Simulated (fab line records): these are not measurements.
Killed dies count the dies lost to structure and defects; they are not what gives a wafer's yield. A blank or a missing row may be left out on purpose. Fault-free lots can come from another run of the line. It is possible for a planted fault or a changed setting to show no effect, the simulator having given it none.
fab line records -- flow gf180mcu
record lots=5, wafers=23
route steps=602 shown STI@8 NWELL@50 LVPWELL@56 MVPSD@86 VT_IMPLANT@120 POLY_GATE@165
startH: hours from the record's first day to the start of the lot's first wafer shown -- waitH: hours elapsed since this lot's preceding step -- " identical to the entry in the row above -- L1.1+2: several wafers, shown together as one row -- - no value, or no start given -- * or withheld: withheld -- < > ~ a bound
route shown NAME@n: NAME is a module with steps in the file, n the number in the route of the first one -- usual: average and standard deviation across the fault-free wafers -- same: alike in all rows -- chamber/n: place in a boat -- sites: each site's reading -- _std_site: the standard deviation of these -- _edge_site: inner sites' mean taken away from outer sites' mean -- radiusMm: how far each site lies from the wafer's centre -- mask NAME#n: copy n -- behind: the tool/chamber that last shaped the wafer -- hold: why the lot was held/for how many hours/how that ended -- device: the transistor (n, p or np) that didn't switch -- end of line: the route-end tests of the same wafers -- for a step that has no rows: nothing shown but its recipe -- killed: not the wafer's yield, but the dies lost to structure and defects at the first sort -- map: the dies of a wafer, with x for killed, . for not killed, _ for no die there
set.NAME: the setting as run; set.NAME@STEP: as run at that earlier step -- model.NAME: the simulator's own value behind a step, which no gauge read
lots run with intentionally changed settings; tables by step, rows by wafer
## steps
# step GF_STI_COAT_07
# recipe resist=KrF, spinRpm=withheld, resistThkNm=700
lot.wafer,tool,chamber,startH,waitH,set.resistThkNm,model.KrF_of_STI_COAT_07.thkNm
L074.1,lithoTrack-01,0,19.28,0.1,700,703.1
L074.2,lithoTrack-01,0,19.28,0.1,688.8,692.8
L074.3,lithoTrack-01,0,19.28,0.1,700,702.6
L074.4,lithoTrack-01,0,19.28,0.1,688.8,691.4
L074.5,lithoTrack-01,0,19.28,0.1,688.8,691.6
L081.1,lithoTrack-02,0,55.07,0.1,700,701.7
L081.2,lithoTrack-02,0,55.07,0.1,700,701.6
L081.3,lithoTrack-02,0,55.07,0.1,725.8,726.8
L081.5,lithoTrack-02,0,55.07,0.1,725.8,725.6
L081.6,lithoTrack-02,0,55.07,0.1,725.8,726.2
L082.1,lithoTrack-04,0,60.72,0.1,700,703.1
L082.2,lithoTrack-04,0,60.72,0.1,719.4,721.6
L082.4,lithoTrack-04,0,60.72,0.1,700,704.6
L082.5,lithoTrack-04,0,60.72,0.1,719.4,721.5
L082.6,lithoTrack-04,0,60.72,0.1,700,701.5
L084.2,lithoTrack-04,0,68.99,0.1,700,702.2
L084.4,lithoTrack-04,0,68.99,0.1,700,703.5
L084.6,lithoTrack-04,0,68.99,0.1,700,702.6
L085.1,lithoTrack-04,0,75.07,0.1,671.5,673.4
L085.2,lithoTrack-04,0,75.07,0.1,671.5,671.7
L085.3,lithoTrack-04,0,75.07,0.1,700,701.2
L085.4,lithoTrack-04,0,75.07,0.1,700,698
L085.6,lithoTrack-04,0,75.07,0.1,671.5,673
# step GF_STI_SOFTBAKE_08
# recipe tempC=130, timeS=60, resist=KrF
lot.wafer,tool,chamber,startH,waitH,set.tempC
L074.1+3+5,lithoTrack-01,0,19.43,0.1,130
L074.2+4,lithoTrack-01,0,19.43,0.1,128.9
L081.1+2+3+5+6,lithoTrack-02,0,55.22,0.1,130
L082.1+4+5,lithoTrack-04,0,60.87,0.1,131.2
L082.2+6,lithoTrack-04,0,60.87,0.1,130
L084.2+4+6,lithoTrack-04,0,69.14,0.1,130
L085.1+3,lithoTrack-04,0,75.22,0.1,127.4
L085.2+4+6,lithoTrack-04,0,75.22,0.1,130
# step GF_STI_EXPOSE_09
# recipe maskId=COMP, targetCdNm=220, na=0.68, sourceShape=conventional, sigmaOuter=0.6, doseMj=28
# step GF_STI_PEB_10
# recipe pebTempC=135, pebTimeS=90, resist=KrF
# step GF_STI_ETCH_13
# recipe chemistry=CHF3/O2, stopOn=Si, overEtchFrac=0.3, targetDepthA=2823.1, sourceW=600, biasW=200, pressureMtorr=40, chf3FlowSccm=50, O2_flow_sccm=5, timeS=112.9
# step GF_STI_ETCH_14
# recipe target=Si, chemistry=HBr/Cl2/O2, targetDepthNm=360, icpW=600, biasW=150, pressureMtorr=15, HBr_flow_sccm=150, Cl2_flow_sccm=40, O2_flow_sccm=6, timeS=102.9
# step GF_STI_STRIP_15
# recipe chemistry=O2/N2, powerW=1400, pressureMtorr=1500, platenTempC=250, o2FlowSccm=3000, n2FlowSccm=300, overashFraction=0.5
# usual stripTimeToEndpointS=3.75/0.044
lot.wafer,tool,chamber,startH,waitH,set.resistThkNm@STI_COAT_07,stripTimeToEndpointS
L074.1,plasmaAsher-03,0,25.51,0.0,700,3.81
L074.2,plasmaAsher-03,1,25.51,0.0,688.8,3.65
L074.3,plasmaAsher-03,1,25.51,0.0,700,3.81
L074.4,plasmaAsher-03,0,25.51,0.0,688.8,3.62
L074.5,plasmaAsher-03,1,25.51,0.0,688.8,3.67
L081.1,plasmaAsher-04,1,61.76,0.0,700,3.79
L081.2,plasmaAsher-04,0,61.76,0.0,700,3.75
L081.3,plasmaAsher-04,1,61.76,0.0,725.8,4.04
L081.5,plasmaAsher-04,1,61.76,0.0,725.8,4.04
L081.6,plasmaAsher-04,0,61.76,0.0,725.8,4.03
L082.1,plasmaAsher-01,1,67.45,0.0,700,3.74
L082.2,plasmaAsher-01,0,67.45,0.0,719.4,4.05
L082.4,plasmaAsher-01,1,67.45,0.0,700,3.80
L082.5,plasmaAsher-01,0,67.45,0.0,719.4,4.04
L082.6,plasmaAsher-01,1,67.45,0.0,700,3.80
L084.2,plasmaAsher-01,0,75.80,0.0,700,3.72
L084.4,plasmaAsher-01,1,75.80,0.0,700,3.74
L084.6,plasmaAsher-01,0,75.80,0.0,700,3.68
L085.1,plasmaAsher-01,0,82.17,0.0,671.5,3.47
L085.2,plasmaAsher-01,1,82.17,0.0,671.5,3.42
L085.3,plasmaAsher-01,1,82.17,0.0,700,3.79
L085.4,plasmaAsher-01,0,82.17,0.0,700,3.72
L085.6,plasmaAsher-01,1,82.17,0.0,671.5,3.42
# step GF_NWELL_IMPLANT_08
# recipe species=P, energyKev=450, doseCm2=1.5e+13, tiltDeg=0
lot.wafer,tool,chamber,startH,waitH,set.energyKev,model.implant.rpNm,model.implant.drpNm
L074.1+4,implanter-03,0,54.81,0.0,472.5,571.1,126.8
L074.2+3+5,implanter-03,0,54.81,0.0,450,547.2,123.9
L081.1+2+3+5+6,implanter-03,0,93.27,0.0,450,547.8,123.9
L082.1+2+4+5+6,implanter-02,0,101.07,0.0,450,526.2,123.9
L084.2+4+6,implanter-02,0,109.29,0.0,450,557.4,123.9
L085.1+6,implanter-03,0,115.51,0.0,450,549.8,123.9
L085.2+3+4,implanter-03,0,115.51,0.0,489.4,591.5,128.9
# step GF_LVPWELL_COAT_02
# recipe spinRpm=2000, resistThkNm=3000
lot.wafer,tool,chamber,startH,waitH,set.spinRpm,model.coat_of_LVPWELL_COAT_02.thkNm
L074.1,lithoTrack-03,0,61.28,0.1,2113,2920
L074.2,lithoTrack-03,0,61.28,0.1,2000,3017
L074.3,lithoTrack-03,0,61.28,0.1,2000,3003
L074.4,lithoTrack-03,0,61.28,0.1,2113,2929
L074.5,lithoTrack-03,0,61.28,0.1,2113,2928
L081.1,lithoTrack-03,0,100.83,0.1,2000,2996
L081.2,lithoTrack-03,0,100.83,0.1,2000,3001
L081.3,lithoTrack-03,0,100.83,0.1,2000,2995
L081.5,lithoTrack-03,0,100.83,0.1,2000,2989
L081.6,lithoTrack-03,0,100.83,0.1,2000,3005
L082.1,lithoTrack-02,0,108.72,0.1,2000,2998
L082.2,lithoTrack-02,0,108.72,0.1,2000,3009
L082.4,lithoTrack-02,0,108.72,0.1,2048,2962
L082.5+6,lithoTrack-02,0,108.72,0.1,2048,2967
L084.2,lithoTrack-03,0,117.06,0.1,2000,2992
L084.4+6,lithoTrack-03,0,117.06,0.1,2000,2998
L085.1,lithoTrack-02,0,122.87,0.1,2000,3003
L085.2,lithoTrack-02,0,122.87,0.1,2000,3002
L085.3,lithoTrack-02,0,122.87,0.1,2000,2998
L085.4+6,lithoTrack-02,0,122.87,0.1,1925,3062
# step GF_LVPWELL_IMPLANT_09
# recipe species=B, energyKev=60, doseCm2=5e+12, tiltDeg=0
lot.wafer,tool,chamber,startH,waitH,set.energyKev,model.implant.rpNm,model.implant.drpNm
L074.1+2+3+4+5,implanter-04,0,67.95,0.1,60,193.7,64.53
L081.1+2+3+5+6,implanter-02,0,108.01,0.1,60,191,64.53
L082.1+2+4,implanter-02,0,116.66,0.1,60,191.2,64.53
L082.5+6,implanter-02,0,116.66,0.1,57.53,183.9,63.1
L084.2+4+6,implanter-04,0,124.53,0.1,60,191.8,64.53
L085.1+4,implanter-02,0,131.16,0.1,57.27,178.2,62.95
L085.2+3+6,implanter-02,0,131.16,0.1,60,185.9,64.53
# step GF_LVPWELL_STRIP_10
# recipe chemistry=O2/N2, powerW=1400, pressureMtorr=1500, platenTempC=250, o2FlowSccm=3000, n2FlowSccm=300, overashFraction=0.5
# usual stripTimeToEndpointS=37.01/0.093
lot.wafer,tool,chamber,startH,waitH,set.spinRpm@LVPWELL_COAT_02,stripTimeToEndpointS
L074.1,plasmaAsher-02,1,68.10,0.1,2113,36.04
L074.2,plasmaAsher-02,0,68.10,0.1,2000,37.15
L074.3,plasmaAsher-02,0,68.10,0.1,2000,37.01
L074.4,plasmaAsher-02,1,68.10,0.1,2113,36.15
L074.5,plasmaAsher-02,0,68.10,0.1,2113,36.14
L081.1,plasmaAsher-04,1,108.16,0.1,2000,36.89
L081.2,plasmaAsher-04,0,108.16,0.1,2000,36.96
L081.3,plasmaAsher-04,1,108.16,0.1,2000,36.89
L081.5,plasmaAsher-04,1,108.16,0.1,2000,36.82
L081.6,plasmaAsher-04,0,108.16,0.1,2000,37.01
L082.1,plasmaAsher-02,0,116.81,0.1,2000,36.92
L082.2,plasmaAsher-02,1,116.81,0.1,2000,37.07
L082.4,plasmaAsher-02,0,116.81,0.1,2048,36.49
L082.5,plasmaAsher-02,1,116.81,0.1,2048,36.55
L082.6,plasmaAsher-02,0,116.81,0.1,2048,36.55
L084.2,plasmaAsher-04,0,124.65,0.1,2000,36.86
L084.4,plasmaAsher-04,0,124.65,0.1,2000,36.93
L084.6,plasmaAsher-04,0,124.65,0.1,2000,36.91
L085.1,plasmaAsher-04,1,131.31,0.1,2000,37.00
L085.2,plasmaAsher-04,0,131.31,0.1,2000,36.99
L085.3,plasmaAsher-04,0,131.31,0.1,2000,36.93
L085.4,plasmaAsher-04,1,131.31,0.1,1925,37.64
L085.6,plasmaAsher-04,1,131.31,0.1,1925,37.61
# step GF_MVPSD_IMPLANT_08
# recipe species=B, energyKev=170, doseCm2=1.5e+13, tiltDeg=0
lot.wafer,tool,chamber,startH,waitH,set.doseCm2
L074.1+3,implanter-03,0,96.02,0.0,1.43e+13
L074.2+4+5,implanter-03,0,96.02,0.0,1.5e+13
L081.1+6,implanter-03,0,139.17,0.0,1.5e+13
L081.2+3+5,implanter-03,0,139.17,0.0,1.568e+13
L082.1+4,implanter-01,0,148.12,0.0,1.5e+13
L082.2+5+6,implanter-01,0,148.12,0.0,1.577e+13
L084.2+4+6,implanter-03,0,156.74,0.0,1.5e+13
L085.1+2+3+4+6,implanter-03,0,163.87,0.0,1.5e+13
# step GF_VT_IMPLANT_IMPLANT_30
# recipe species=B, energyKev=25, doseCm2=2.534e+12, tiltDeg=7
lot.wafer,tool,chamber,startH,waitH,set.doseCm2
L074.1+5,implanter-03,0,142.62,0.0,2.223e+12
L074.2+3+4,implanter-03,0,142.62,0.0,2.534e+12
L081.1+2+3+5+6,implanter-04,0,190.56,0.0,2.534e+12
L082.1+5+6,implanter-02,0,200.87,0.0,2.919e+12
L082.2+4,implanter-02,0,200.87,0.0,2.534e+12
L084.2+4+6,implanter-02,0,210.99,0.0,2.534e+12
L085.1+2,implanter-03,0,216.36,0.0,2.797e+12
L085.3+4+6,implanter-03,0,216.36,0.0,2.534e+12
# step GF_VT_IMPLANT_STRIP_31
# recipe chemistry=O2/N2, powerW=1400, pressureMtorr=1500, platenTempC=250, o2FlowSccm=3000, n2FlowSccm=300, overashFraction=0.5
# usual oesProductAu=0.716/0.0046, stripTimeToEndpointS=12.66/0.032
lot.wafer,tool,chamber,startH,waitH,set.platenTempC,oesProductAu,stripTimeToEndpointS
L074.1,plasmaAsher-03,0,142.77,0.1,257.2,0.753,11.03
L074.2,plasmaAsher-03,1,142.77,0.1,257.2,0.754,11.02
L074.3,plasmaAsher-03,0,142.77,0.1,250,0.711,12.61
L074.4,plasmaAsher-03,1,142.77,0.1,250,0.716,12.68
L074.5,plasmaAsher-03,1,142.77,0.1,250,0.716,12.64
L081.1,plasmaAsher-01,1,190.71,0.1,250,0.720,12.68
L081.2,plasmaAsher-01,0,190.71,0.1,244.8,0.673,13.98
L081.3,plasmaAsher-01,0,190.71,0.1,250,0.712,12.68
L081.5,plasmaAsher-01,1,190.71,0.1,244.8,0.673,14.03
L081.6,plasmaAsher-01,0,190.71,0.1,250,0.722,12.69
L082.1,plasmaAsher-01,1,201.02,0.1,243.9,0.669,14.21
L082.2,plasmaAsher-01,0,201.02,0.1,243.9,0.662,14.19
L082.4,plasmaAsher-01,1,201.02,0.1,250,0.714,12.63
L082.5,plasmaAsher-01,0,201.02,0.1,243.9,0.667,14.23
L082.6,plasmaAsher-01,1,201.02,0.1,250,0.719,12.61
L084.2,plasmaAsher-03,0,211.12,0.1,250,0.718,12.60
L084.4,plasmaAsher-03,1,211.12,0.1,250,0.711,12.60
L084.6,plasmaAsher-03,0,211.12,0.1,250,0.711,12.64
L085.1,plasmaAsher-03,1,216.51,0.1,254,0.758,11.71
L085.2,plasmaAsher-03,0,216.51,0.1,250,0.725,12.66
L085.3,plasmaAsher-03,1,216.51,0.1,254,0.756,11.72
L085.4,plasmaAsher-03,0,216.51,0.1,250,0.712,12.68
L085.6,plasmaAsher-03,1,216.51,0.1,254,0.759,11.70
# step GF_VT_IMPLANT_TW_MEAS_32
# usual VT_IMPLANT_3_TW=270/3.7
lot.wafer,tool,chamber,startH,waitH,set.doseCm2@VT_IMPLANT_IMPLANT_30,VT_IMPLANT_3_TW
L074.1,filmMetro-04,-,142.87,0.1,2.223e+12,263
L074.2,filmMetro-04,-,142.87,0.1,2.534e+12,274
L074.3,filmMetro-04,-,142.87,0.1,2.534e+12,273
L074.4,filmMetro-04,-,142.87,0.1,2.534e+12,272
L074.5,filmMetro-04,-,142.87,0.1,2.223e+12,263
L081.1,filmMetro-04,-,190.81,0.1,2.534e+12,272
L081.2,filmMetro-04,-,190.81,0.1,2.534e+12,272
L081.3,filmMetro-04,-,190.81,0.1,2.534e+12,272
L081.5,filmMetro-04,-,190.81,0.1,2.534e+12,271
L081.6,filmMetro-04,-,190.81,0.1,2.534e+12,272
L082.1,filmMetro-04,-,201.12,0.1,2.919e+12,283
L082.2,filmMetro-04,-,201.12,0.1,2.534e+12,273
L082.4,filmMetro-04,-,201.12,0.1,2.534e+12,273
L082.5,filmMetro-04,-,201.12,0.1,2.919e+12,284
L082.6,filmMetro-04,-,201.12,0.1,2.919e+12,283
L084.2,filmMetro-02,-,211.23,0.1,2.534e+12,265
L084.4,filmMetro-02,-,211.23,0.1,2.534e+12,265
L084.6,filmMetro-02,-,211.23,0.1,2.534e+12,266
L085.1,filmMetro-01,-,216.61,0.1,2.797e+12,270
L085.2,filmMetro-01,-,216.61,0.1,2.797e+12,270
L085.3,filmMetro-01,-,216.61,0.1,2.534e+12,262
L085.4,filmMetro-01,-,216.61,0.1,2.534e+12,264
L085.6,filmMetro-01,-,216.61,0.1,2.534e+12,261
# step GF_VT_IMPLANT_DEVELOP_39
# recipe developTimeS=60, devTempC=23
lot.wafer,tool,chamber,startH,waitH,set.developTimeS,model.VT_IMPLANT.cdNm
L074.1,lithoTrack-02,0,158.52,0.1,52.39,847.9
L074.2,lithoTrack-02,0,158.52,0.1,60,600.2
L074.3,lithoTrack-02,0,158.52,0.1,52.39,846.8
L074.4,lithoTrack-02,0,158.52,0.1,52.39,847.3
L074.5,lithoTrack-02,0,158.52,0.1,60,600
L081.1,lithoTrack-02,0,209.02,0.1,60,599.5
L081.2,lithoTrack-02,0,209.02,0.1,60,601.7
L081.3,lithoTrack-02,0,209.02,0.1,53.83,852.6
L081.5,lithoTrack-02,0,209.02,0.1,60,599
L081.6,lithoTrack-02,0,209.02,0.1,53.83,852.2
L082.1,lithoTrack-01,0,218.68,0.1,60,604.9
L082.2,lithoTrack-01,0,218.68,0.1,60,604
L082.4,lithoTrack-01,0,218.68,0.1,60,603.5
L082.5,lithoTrack-01,0,218.68,0.1,60,605.5
L082.6,lithoTrack-01,0,218.68,0.1,60,603.9
L084.2,lithoTrack-03,0,226.90,0.1,60,604.1
L084.4,lithoTrack-03,0,226.90,0.1,60,605.6
L084.6,lithoTrack-03,0,226.90,0.1,60,605.4
L085.1,lithoTrack-01,0,233.08,0.1,60,603.1
L085.2,lithoTrack-01,0,233.08,0.1,60,604.4
L085.3,lithoTrack-01,0,233.08,0.1,60,607.2
L085.4,lithoTrack-01,0,233.08,0.1,60,606
L085.6,lithoTrack-01,0,233.08,0.1,60,604.6
# step GF_VT_IMPLANT_IMPLANT_41
# recipe species=As, energyKev=69.47, doseCm2=1.013e+12, tiltDeg=7
# step GF_VT_IMPLANT_RS_MEAS_49
# recipe thkMeasGauge=four-point-probe
# usual MVPSD_RS=1169.4/2.6
lot.wafer,tool,chamber,startH,waitH,set.doseCm2@MVPSD_IMPLANT_08,MVPSD_RS[ohm/sq]
L074.1,filmMetro-03,-,159.53,0.1,1.43e+13,1199.7
L074.2,filmMetro-03,-,159.53,0.1,1.5e+13,1171.8
L074.3,filmMetro-03,-,159.53,0.1,1.43e+13,1199.1
L074.4,filmMetro-03,-,159.53,0.1,1.5e+13,1170.8
L074.5,filmMetro-03,-,159.53,0.1,1.5e+13,1171.9
L081.1,filmMetro-01,-,210.03,0.1,1.5e+13,1167.5
L081.2,filmMetro-01,-,210.03,0.1,1.568e+13,1141.1
L081.3,filmMetro-01,-,210.03,0.1,1.568e+13,1140.9
L081.5,filmMetro-01,-,210.03,0.1,1.568e+13,1144.0
L081.6,filmMetro-01,-,210.03,0.1,1.5e+13,1167.7
L082.1,filmMetro-03,-,219.69,0.1,1.5e+13,1168.9
L082.2,filmMetro-03,-,219.69,0.1,1.577e+13,1138.3
L082.4,filmMetro-03,-,219.69,0.1,1.5e+13,1167.7
L082.5,filmMetro-03,-,219.69,0.1,1.577e+13,1139.9
L082.6,filmMetro-03,-,219.69,0.1,1.577e+13,1138.8
L084.2,filmMetro-01,-,228.01,0.1,1.5e+13,1171.2
L084.4,filmMetro-01,-,228.01,0.1,1.5e+13,1173.9
L084.6,filmMetro-01,-,228.01,0.1,1.5e+13,1174.7
L085.1,filmMetro-01,-,234.09,0.1,1.5e+13,1169.6
L085.2,filmMetro-01,-,234.09,0.1,1.5e+13,1169.5
L085.3,filmMetro-01,-,234.09,0.1,1.5e+13,1169.2
L085.4,filmMetro-01,-,234.09,0.1,1.5e+13,1167.4
L085.6,filmMetro-01,-,234.09,0.1,1.5e+13,1168.9
# step GF_VT_IMPLANT_WET_ETCH_50
# recipe chemistry=dHF, targetDepthNm=20, target=SiO2, tempC=25, dilution=100:1, timeS=400
lot.wafer,tool,chamber,startH,waitH,set.tempC,model.SiO2_of_STI_CVD_23.thkNm
L074.1,-,-,-,0.1,25,376.5
L074.2,-,-,-,0.1,25,378.5
L074.3+4,-,-,-,0.1,25,377.5
L074.5,-,-,-,0.1,25,376.8
L081.1,-,-,-,0.1,23.01,377.9
L081.2,-,-,-,0.1,23.01,377.8
L081.3,-,-,-,0.1,23.01,379.2
L081.5,-,-,-,0.1,23.01,378.9
L081.6,-,-,-,0.1,23.01,378.4
L082.1,-,-,-,0.1,28.45,373.7
L082.2,-,-,-,0.1,28.45,372.6
L082.4,-,-,-,0.1,28.45,372.5
L082.5,-,-,-,0.1,28.45,375.2
L082.6,-,-,-,0.1,28.45,373.1
L084.2,wetBench-01,1,228.11,0.1,25,376.6
L084.4,wetBench-01,1,228.11,0.1,25,377.6
L084.6,wetBench-01,1,228.11,0.1,25,377.1
L085.1,-,-,-,0.1,21.33,379.8
L085.2,-,-,-,0.1,21.33,380.2
L085.3,-,-,-,0.1,21.33,380.8
L085.4+6,-,-,-,0.1,21.33,380.7
# step GF_POLY_GATE_PEB_08
# recipe pebTempC=135, pebTimeS=90, resist=KrF
lot.wafer,tool,chamber,startH,waitH,set.pebTempC
L074.1+2+4,lithoTrack-01,0,-,-,135
L074.3+5,lithoTrack-01,0,-,-,133.3
L081.1+5+6,lithoTrack-04,0,-,-,135
L081.2+3,lithoTrack-04,0,-,-,138
L082.1+2+4+5+6,lithoTrack-02,0,-,-,135
L084.2+4+6,lithoTrack-02,0,-,-,135
L085.1+3,lithoTrack-04,0,-,-,135
L085.2+4+6,lithoTrack-04,0,-,-,136.4
# step GF_POLY_GATE_DEVELOP_09
# recipe developTimeS=60, resist=KrF, devTempC=21
# step GF_POLY_GATE_CD_MEAS_10
# recipe targetCdNm=280
# usual cdNm=280.0/0.85
lot.wafer,tool,chamber,startH,waitH,set.pebTempC@POLY_GATE_PEB_08,cdNm
L074.1,cdSem-01,-,198.43,0.1,135,279.5
L074.2,cdSem-01,-,198.43,0.1,135,279.4
L074.3,cdSem-01,-,198.43,0.1,133.3,284.7
L074.4,cdSem-01,-,198.43,0.1,135,280.1
L074.5,cdSem-01,-,198.43,0.1,133.3,284.3
L081.1,cdSem-02,-,253.06,0.1,135,280.0
L081.2,cdSem-02,-,253.06,0.1,138,273.7
L081.3,cdSem-02,-,253.06,0.1,138,273.6
L081.5,cdSem-02,-,253.06,0.1,135,280.1
L081.6,cdSem-02,-,253.06,0.1,135,281.5
L082.1,cdSem-01,-,260.17,0.1,135,280.1
L082.2,cdSem-01,-,260.17,0.1,135,279.9
L082.4,cdSem-01,-,260.17,0.1,135,279.0
L082.5,cdSem-01,-,260.17,0.1,135,279.3
L082.6,cdSem-01,-,260.17,0.1,135,280.3
L084.2,cdSem-02,-,270.24,0.1,135,281.3
L084.4,cdSem-02,-,270.24,0.1,135,281.0
L084.6,cdSem-02,-,270.24,0.1,135,280.3
L085.1,cdSem-01,-,275.86,0.1,135,280.1
L085.2,cdSem-01,-,275.86,0.1,136.4,275.1
L085.3,cdSem-01,-,275.86,0.1,135,281.0
L085.4,cdSem-01,-,275.86,0.1,136.4,276.9
L085.6,cdSem-01,-,275.86,0.1,136.4,276.0
# step GF_POLY_GATE_ETCH_12
# recipe chemistry=N2/H2, targetDepthA=withheld, overetchA=withheld, timeS=withheld, target=BARC, ionEnergyEv=200, sourceW=500, biasW=100, pressureMtorr=30, n2FlowSccm=100, h2FlowSccm=200
lot.wafer,tool,chamber,startH,waitH,set.pebTempC@POLY_GATE_PEB_08,model.POLY_GATE.cdNm
L074.1,rieDiel-04,3,198.59,0.0,135,279.6
L074.2,rieDiel-04,1,198.59,0.0,135,278.9
L074.3,rieDiel-04,2,198.59,0.0,133.3,283.3
L074.4,rieDiel-04,0,198.59,0.0,135,279.3
L074.5,rieDiel-04,2,198.59,0.0,133.3,283.8
L081.1,rieDiel-03,2,253.22,0.0,135,279.3
L081.2,rieDiel-03,1,253.22,0.0,138,274.8
L081.3,rieDiel-03,0,253.22,0.0,138,274.1
L081.5,rieDiel-03,1,253.22,0.0,135,280.7
L081.6,rieDiel-03,0,253.22,0.0,135,281.9
L082.1,rieDiel-04,2,260.33,0.0,135,278.7
L082.2,rieDiel-04,3,260.33,0.0,135,278.4
L082.4,rieDiel-04,3,260.33,0.0,135,277.9
L082.5,rieDiel-04,2,260.33,0.0,135,278.3
L082.6,rieDiel-04,0,260.33,0.0,135,278.9
L084.2,rieDiel-04,2,270.38,0.0,135,280.1
L084.4,rieDiel-04,0,270.38,0.0,135,280.3
L084.6,rieDiel-04,3,270.38,0.0,135,280
L085.1,rieDiel-01,3,276.02,0.0,135,279.6
L085.2,rieDiel-01,1,276.02,0.0,136.4,273.7
L085.3,rieDiel-01,0,276.02,0.0,135,281.3
L085.4,rieDiel-01,2,276.02,0.0,136.4,277.1
L085.6,rieDiel-01,1,276.02,0.0,136.4,275.1
## key
split step=GF_STI_COAT_07, setting=resistThkNm, stated=700, by=wafer
response step=GF_STI_COAT_07, reading=model.KrF_of_STI_COAT_07.thkNm, change=+6.65, per=1%, r=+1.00
response step=GF_STI_STRIP_15, reading=stripTimeToEndpointS, change=*, per=1%, r=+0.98
split step=GF_STI_SOFTBAKE_08, setting=tempC, stated=130, by=wafer
response none clear
split step=GF_NWELL_IMPLANT_08, setting=energyKev, stated=450, by=wafer
response step=GF_NWELL_IMPLANT_08, reading=model.implant.rpNm, change=+4.77, per=1%, r=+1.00
response step=GF_NWELL_IMPLANT_08, reading=model.implant.drpNm, change=+0.583, per=1%, r=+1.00
split step=GF_LVPWELL_COAT_02, setting=spinRpm, stated=2000, by=wafer
response step=GF_LVPWELL_COAT_02, reading=model.coat_of_LVPWELL_COAT_02.thkNm, change=-15.4, per=1%, r=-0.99
response step=GF_LVPWELL_STRIP_10, reading=stripTimeToEndpointS, change=*, per=1%, r=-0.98
split step=GF_LVPWELL_IMPLANT_09, setting=energyKev, stated=60, by=wafer
response step=GF_LVPWELL_IMPLANT_09, reading=model.implant.rpNm, change=+1.73, per=1%, r=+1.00
response step=GF_LVPWELL_IMPLANT_09, reading=model.implant.drpNm, change=+0.347, per=1%, r=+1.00
split step=GF_MVPSD_IMPLANT_08, setting=doseCm2, stated=1.5e+13, by=wafer
response step=GF_VT_IMPLANT_RS_MEAS_49, reading=MVPSD_RS, change=-5.77, per=1%, r=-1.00
split step=GF_VT_IMPLANT_IMPLANT_30, setting=doseCm2, stated=2.534e+12, by=wafer
response step=GF_VT_IMPLANT_TW_MEAS_32, reading=VT_IMPLANT_3_TW, change=+0.739, per=1%, r=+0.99
split step=GF_VT_IMPLANT_STRIP_31, setting=platenTempC, stated=250, by=wafer
response step=GF_VT_IMPLANT_STRIP_31, reading=oesProductAu, change=+0.0187, per=1%, r=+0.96
response step=GF_VT_IMPLANT_STRIP_31, reading=stripTimeToEndpointS, change=*, per=1%, r=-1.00
split step=GF_VT_IMPLANT_DEVELOP_39, setting=developTimeS, stated=60, by=wafer
response step=GF_VT_IMPLANT_DEVELOP_39, reading=model.VT_IMPLANT.cdNm, change=-21.5, per=1%, r=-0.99
split step=GF_VT_IMPLANT_WET_ETCH_50, setting=tempC, stated=25, by=lot
response step=GF_VT_IMPLANT_WET_ETCH_50, reading=model.SiO2_of_STI_CVD_23.thkNm, change=-0.239, per=1%, r=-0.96
split step=GF_POLY_GATE_PEB_08, setting=pebTempC, stated=135, by=wafer
response step=GF_POLY_GATE_CD_MEAS_10, reading=cdNm, change=-3.46, per=1%, r=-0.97
response step=GF_POLY_GATE_ETCH_12, reading=model.POLY_GATE.cdNm, change=-3.22, per=1%, r=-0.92
